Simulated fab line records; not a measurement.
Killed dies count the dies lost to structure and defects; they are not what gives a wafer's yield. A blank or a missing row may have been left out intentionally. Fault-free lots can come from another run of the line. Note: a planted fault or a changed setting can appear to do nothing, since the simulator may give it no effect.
Code-filled problem report in 8D (eight disciplines) form | flow gf180mcu | the parts of the form that need people (team, actions taken, sign-off) are left out

## 1. THE PROBLEM
Across 6 wafers from 2 lots, STI_OXIDATION_02_THK at GF_STI_THK_MEAS_30 averages 15.72 nm, while fault-free wafers read 10.06 nm with a standard deviation of 0.17. That is +33 standard deviations from the usual mean.
First observed at day 4 19:50: wafer L556.2, on film metro-03. At this step, 39 wafers from 13 lots have a number in the record. Rule for "out", or "out of limits": more than 4 standard deviations from the usual mean. The rest of the wafers with a number are treated as sound.

## 2. WHAT IT IS; WHAT IT IS NOT
question                    | is                           | is not
which readings at this step | STI_OXIDATION_02_THK         | -
which lots                  | L556, L559                   | L544, L545, L547, L548, L549, L555, L558, L561, L563, L565, L567
which wafers of those lots  | all that have a number       | -
read on which gauges        | film metro-03, film metro-04 | film metro-02
when                        | from day 4 19:50             | up to then (18 sound wafers); but 15 sound wafers of L558, L561, L563, L565, L567 came after

## 3. THE SUSPECTS, EACH WITH WHAT RULES IT OUT
Counting: a tool stays on the suspect list if, at a process step up to the reading, it processed all lots that are out and no sound lot following the first of them.
- the gauge at GF_STI_THK_MEAS_30 is ruled out. 2 gauges (film metro-03, film metro-04) read the wafers that are out.
- furnace-02 at GF_STI_OXIDATION_29 (stabilise 600 s, purge 300 s, target thk 10 nm): kept. It processed each lot that is out, first L556 at day 4 18:26, and no sound lot thereafter; up to then, the last sound lot it processed was L555 at day 4 14:24.
Remaining after the count: furnace-02 at GF_STI_OXIDATION_29.

## 4. THE CAUSE (what the simulator had put in)
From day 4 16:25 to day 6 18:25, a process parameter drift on furnace-02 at GF_STI_OXIDATION_29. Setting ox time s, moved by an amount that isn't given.
The count eliminated every tool but this one.

## 5. THE CHAIN OF EFFECTS, in route order
Each row: a reading whose mean over the struck wafers that have a number lies more than 3 standard deviations from the usual. Only readings for which the record gives a usual standard deviation are gone through. hours: the time from each lot's start at the first step in this table that gives one to its start at this step, as a median over the lots. sigmas: the change in usual standard deviations.
hours | step               | reading              | usual    | on struck wafers | change | sigmas
0     | GF_STI_THK_MEAS_30 | STI_OXIDATION_02_THK | 10.06 nm | 15.72            | +5.66  | +33

## 6. WHAT WOULD HAVE CAUGHT IT SOONER
The first out-of-limits reading at a measuring or inspecting step in this record came at day 4 19:50, 3 hours after the fault's start at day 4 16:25.
Of the tool readings at GF_STI_OXIDATION_29 for which the record gives a usual standard deviation, none was out on any struck wafer, so an alarm limit of 4 standard deviations on them would not have fired.
Among the 2 lots that are out, L559 began GF_STI_OXIDATION_29 on furnace-02 after day 4 19:50. Putting the tool on hold at that point would have spared it.
